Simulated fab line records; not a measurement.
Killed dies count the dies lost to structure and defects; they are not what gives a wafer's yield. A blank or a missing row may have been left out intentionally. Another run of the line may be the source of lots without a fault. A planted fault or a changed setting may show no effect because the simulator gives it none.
Comparing a struck lot with a sound one | flow sky130 | 20 out of 708 route steps
Sound: wafers L412.1, L412.2, L412.4. Struck: wafer L421.1. (L421.2, L421.3 of the same lot were not struck and are left out.) The cause comes at the end.
At each step with rows: each side's tool, then ch and its chambers, then its first start. Under that, the readings that differ: sound wafers | struck wafers | difference of the means | sigmas: that difference in standard deviations of wafers without a fault.
alike: a reading whose means differ by less than 2 such deviations, as well as words and numbers matching on both sides. not compared: withheld readings; readings where some wafer has no value; bounds like >300 that might hide an equal value; numbers whose values overlap and for which the record gives no deviation.
The two part at a step that has a row with sigmas, a row that says differs or no value, or rows on one side only. Numbers that have no deviation but don't overlap get no sigmas and don't part them. A reading missing from all wafers of one side parts the sides only when that side holds two or more wafers.

SKY_SD_N_RS_MEAS_17: measurement is done with a four-point probe.
  sound on film-metro-01 at day 29 01:05; struck on film-metro-02 at day 32 08:08
  alike: SD_P_RS
SKY_SD_N_RS_MEAS_18: measurement is done with a four-point probe.
  sound on film-metro-01 at day 29 01:13; struck on film-metro-02 at day 32 08:16
  alike: RES_XHIGH_RS
then, 2 steps without rows for these wafers: SKY_SALICIDE_CLEAN_00 (cleans in HF-last, time 30 s); SKY_LI_CONTACT_HDPCVD_00 (deposits PSG, target thk 930 nm, time 155 s).
SKY_LI_CONTACT_THK_MEAS_01:
  sound on film-metro-02 at day 29 01:27; struck on film-metro-01 at day 32 08:30
  alike: LI_CONTACT_HDPCVD_THK
SKY_LI_CONTACT_CMP_02: polishes PSG.
  sound on cmp-02 ch 0,1,2, day 29 01:31; struck on cmp-01 ch 3, day 32 08:34
  alike: motor-current-A, time-to-endpoint-s
SKY_LI_CONTACT_BOW_MEAS_03:
  sound on film-metro-02 at day 29 01:49; struck on film-metro-04 at day 32 08:52
  alike: LI_CONTACT_BOW
then, 5 steps without rows for these wafers: SKY_LI_CONTACT_DEHYDRATE_04 (time 60 s); SKY_LI_CONTACT_HMDS_05 (prime time 60 s); SKY_LI_CONTACT_COAT_06 (resist thk 60 nm); SKY_LI_CONTACT_COAT_07 (resist thk 450 nm); SKY_LI_CONTACT_SOFTBAKE_08 (time 90 s).
SKY_LI_CONTACT_EXPOSE_09: exposes mask LICM1, target cd 170 nm.
  sound on krf-scanner-02 ch 0, day 29 15:41; struck on krf-scanner-02 ch 0, day 32 22:25
  alike: mask, reticle-temp-C
then, 2 steps without rows for these wafers: SKY_LI_CONTACT_PEB_10; SKY_LI_CONTACT_DEVELOP_11 (develop time 60 s).
SKY_LI_CONTACT_CD_MEAS_12: the cd target is 170 nm.
  sound on cd-sem-01 at day 30 04:56; struck on cd-sem-02 at day 33 11:17
  reading    | sound             | struck | difference | sigmas
  cd-nm (nm) | 172.6 171.0 170.2 | 164.2  | -7.1       | -6
SKY_LI_CONTACT_OVL_MEAS_13:
  sound on overlay-02 at day 30 05:03; struck on overlay-02 at day 33 11:24
  alike: LI_CONTACT_OVL
SKY_LI_CONTACT_ETCH_14: etches BARC in N2/H2, stops on SiO2, time 45.9 s, target depth 60 nm.
  sound on rie-diel-01 ch 1,2,3, day 30 05:05; struck on rie-diel-02 ch 0, day 33 11:26
  reading                     | sound             | struck | difference | sigmas
  rf-hours-counter-h (h)      | 5 49 18           | 3      | -21        |
  model.LI_CONTACT.cd-nm (nm) | 173.4 171.7 170.3 | 163.2  | -8.6       |
  alike: drypump-motor-current-A, oes-product-au, throttle-valve-pct
SKY_LI_CONTACT_ETCH_15: etches PSG in C4F8/O2/Ar, stops on Si, target depth 600 nm.
  sound on rie-diel-01 ch 1,2,3, day 30 05:08; struck on rie-diel-02 ch 0, day 33 11:29
  reading                     | sound             | struck | difference | sigmas
  model.LI_CONTACT.cd-nm (nm) | 173.6 172.2 170.5 | 163.8  | -8.3       |
  alike: oes-product-au
SKY_LI_CONTACT_STRIP_16: strips in O2/N2.
  sound on plasma-asher-04 ch 0,1, day 30 05:13; struck on plasma-asher-02 ch 0, day 33 11:34
  alike: drypump-motor-current-A, oes-product-au, strip-time-to-endpoint-s
  not compared: rf-hours-counter-h

WHERE THEY PART
SKY_LI_CONTACT_CD_MEAS_12 only, going by this record. Later steps at which nothing parts them and some readings are alike: SKY_LI_CONTACT_OVL_MEAS_13, SKY_LI_CONTACT_ETCH_14, SKY_LI_CONTACT_ETCH_15, SKY_LI_CONTACT_STRIP_16.

WHY: the cause the simulator had injected
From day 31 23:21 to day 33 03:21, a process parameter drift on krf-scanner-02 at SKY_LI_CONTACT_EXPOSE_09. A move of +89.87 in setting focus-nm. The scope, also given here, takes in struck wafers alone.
